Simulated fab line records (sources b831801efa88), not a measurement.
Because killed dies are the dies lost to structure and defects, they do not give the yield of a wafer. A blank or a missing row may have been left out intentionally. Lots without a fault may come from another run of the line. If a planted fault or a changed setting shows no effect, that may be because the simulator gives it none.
Code-filled problem report in 8D (eight disciplines) form -- flow gf180mcu -- the parts of the form that need people (team, actions taken, sign-off) are left out

## 1. PROBLEM STATEMENT
Mean of strip_time_to_endpoint_s at GF_M3_STRIP_17: 6.88 s across 5 wafers in 2 lots; on wafers with no fault it is 7.86 s (standard deviation 0.063). That puts it -16 standard deviations away from the usual mean.
The step: strips in O2/N2.
Seen first at day 25 05:01 on plasma_asher-04, wafer L702.3. The record has a number at this step for 33 wafers belonging to 11 lots. The rule behind "out" and "out of limits": a value lying over 4 standard deviations away from the usual mean. All remaining wafers that have a number are taken as sound.

## 2. WHAT THIS IS AND IS NOT
question,is,is not
which readings at this step,"strip_time_to_endpoint_s, oes_product_au","drypump_motor_current_A, heater_power_w"
which lots,"L702, L703","L694, L695, L696, L697, L699, L705, L709, L712, L713"
which wafers of those lots,"L702.3, L702.6, L703.1, L703.3, L703.6",L702.2
read on which tools,plasma_asher-04,"plasma_asher-02, plasma_asher-03"
when,from day 25 05:01,"up to then (16 sound wafers); but 12 sound wafers of L705, L709, L712, L713 came after"

## 3. THE SUSPECTS, EACH WITH WHAT RULES IT OUT
Counting: any tool at a process step up to the reading remains a suspect provided it ran every lot that is out. Sound lots after the first of them don't rule it out here, since some wafers of a struck lot are sound.
- pvd_sputter-04 at GF_V2_SPUTTER_22 (material TiN, target thk 10 nm, time 40 s): kept. It ran every lot that is out, first L702 (day 24 06:02); its last sound lot up to then is L695 (day 21 15:03).
- rie_metal-03 at GF_M3_METAL_ETCH_16 (etches the open film in Cl2/BCl3, stops on SiO2, target depth 627.5 nm, time 104.6 s): kept. It ran every lot that is out, first L702 (day 25 04:50); its last sound lot up to then is L699 (day 23 22:52).
- plasma_asher-04 at GF_M3_STRIP_17 (strips in O2/N2): kept. It ran every lot that is out, first L702 (day 25 05:01); its last sound lot up to then is L696 (day 22 18:29). On those wafers its own readings are out: oes_product_au, strip_time_to_endpoint_s.
pvd_sputter-04 at GF_V2_SPUTTER_22, rie_metal-03 at GF_M3_METAL_ETCH_16 and plasma_asher-04 at GF_M3_STRIP_17 are what is left after counting.

## 4. THE CAUSE (what the simulator had put in)
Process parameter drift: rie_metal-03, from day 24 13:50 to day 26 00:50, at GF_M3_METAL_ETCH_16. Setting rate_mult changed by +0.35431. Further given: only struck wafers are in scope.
Counting leaves 3 suspects; this tool is one of them.

## 5. THE CHAIN OF EFFECTS, in route order
Rows list readings where the struck wafers' mean (over those with a number) sits beyond 3 standard deviations from the usual. Only readings for which the record gives a usual standard deviation are gone through. hours: the time from each lot's start at the first step in this table that gives one to its start at this step, as a median over the lots. sigmas: the change in usual standard deviations.
hours,step,reading,usual,on struck wafers,change,sigmas
0,GF_M3_STRIP_17,oes_product_au,0.557 a.u.,0.517,-0.040,-8.0
0,GF_M3_STRIP_17,strip_time_to_endpoint_s,7.86 s,6.88,-0.98,-16
Its process steps:
- GF_M3_STRIP_17: strips in O2/N2.
At these later measuring or inspecting steps, every struck wafer for which the step has a row has a number for every such reading, and none has moved that far: GF_V3_THK_MEAS_03.

## 6. WHAT WOULD HAVE CAUGHT IT SOONER
First out-of-limits reading in this record: day 25 05:01, which is 15 hours after fault onset at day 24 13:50.
An alarm limit of 4 standard deviations would not have fired on the tool readings at GF_M3_METAL_ETCH_16 for which the record gives a usual standard deviation, since none of them was out on any struck wafer.
Lots out: 2; of these, L703 started GF_M3_METAL_ETCH_16 on rie_metal-03 after day 25 05:01. Putting the tool on hold at that point would have spared it.
